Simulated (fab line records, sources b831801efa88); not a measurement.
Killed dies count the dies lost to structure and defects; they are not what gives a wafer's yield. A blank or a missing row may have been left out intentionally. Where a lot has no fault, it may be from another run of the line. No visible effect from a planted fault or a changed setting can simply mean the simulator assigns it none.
8D (eight disciplines) problem report, filled in by code / flow gf180mcu / the parts of the form that need people (team, actions taken, sign-off) are left out

## 1. WHAT WENT WRONG
Mean PSD_TW at GF_PSD_TW_MEAS_11: 3482 over 6 wafers in 2 lots; fault-free wafers: 3168, standard deviation 22. That is +14 standard deviations from the usual mean.
Earliest sighting: wafer L298.2 on film_metro-01 at day 14 11:30. Wafers with a number at this step in the record: 36, from 12 lots. Rule for "out" (also "out of limits"): further than 4 standard deviations from the usual mean. The other wafers with a number count as sound.

## 2. WHAT IT IS AND WHAT IT IS NOT
question=which readings at this step | is=PSD_TW | is not=-
question=which lots | is=L298, L300 | is not=L296, L299, L308, L309, L310, L312, L313, L314, L315, L317
question=which wafers of those lots | is=all that have a number | is not=-
question=read on which gauges | is=film_metro-01, film_metro-04 | is not=film_metro-02
question=when | is=from day 14 11:30 | is not=up to then (3 sound wafers); but 27 sound wafers of L299, L308, L309, L310, L312, L313, L314, L315, L317 came after

## 3. THE SUSPECTS, EACH WITH WHAT RULES IT OUT
Counting: any tool at a process step up to the reading is kept as a suspect provided that every lot that is out went through it and no sound lot did after the first of them.
- ruled out: the gauge at GF_PSD_TW_MEAS_11. Those wafers that are out were read across 2 gauges (film_metro-01, film_metro-04).
- implanter-03 at GF_PSD_IMPLANT_09: ruled out as a lasting fault. After its first lot that is out, L298 (day 14 11:16), sound lots L308, L309, L313, L315 ran on it.
Left after counting: nothing in the record.

## 4. THE CAUSE (what the simulator had put in)
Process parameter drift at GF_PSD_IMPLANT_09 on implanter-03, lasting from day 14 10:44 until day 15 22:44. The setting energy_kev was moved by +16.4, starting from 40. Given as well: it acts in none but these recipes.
The count ruled it out by mistake, since the rule takes a fault to strike every lot its tool runs from the start of the fault on, and this one did not do so.

## 5. THE CHAIN OF EFFECTS, in route order
Rows list readings where the struck wafers' mean (over those with a number) sits beyond 3 standard deviations from the usual. Readings are gone through only where the record gives a usual standard deviation; hours: the median, over the lots, of the time from a lot's start at the first step in this table giving one to that lot's start at this step; sigmas: the change measured in usual standard deviations.
hours=0; step=GF_PSD_IMPLANT_09; reading=beam_energy_keV; usual=39.998; on struck wafers=56.405; change=+16.407; sigmas=+99 or more
hours=0; step=GF_PSD_STRIP_10; reading=oes_product_au; usual=0.592 a.u.; on struck wafers=0.560; change=-0.032; sigmas=-7.0
hours=0; step=GF_PSD_STRIP_10; reading=strip_time_to_endpoint_s; usual=16.54 s; on struck wafers=18.09; change=+1.55; sigmas=+46
hours=0; step=GF_PSD_TW_MEAS_11; reading=PSD_TW; usual=3168; on struck wafers=3482; change=+314; sigmas=+14
hours=1; step=GF_PSD_RS_MEAS_15; reading=PSD_RS; usual=108.60 ohm/sq; on struck wafers=96.36; change=-12.24; sigmas=-42
Process steps it contains:
- GF_PSD_IMPLANT_09
- GF_PSD_STRIP_10: strips in O2/N2.

## 6. WHAT WOULD HAVE CAUGHT IT SOONER
In this record the first reading out of limits at a measuring or inspecting step was taken at day 14 11:30, 1 hour after the fault began at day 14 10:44.
The tool's own readings at GF_PSD_IMPLANT_09 were out on every struck wafer that the step has a row for (beam_energy_keV): an alarm limit on them would have fired on the first of those.
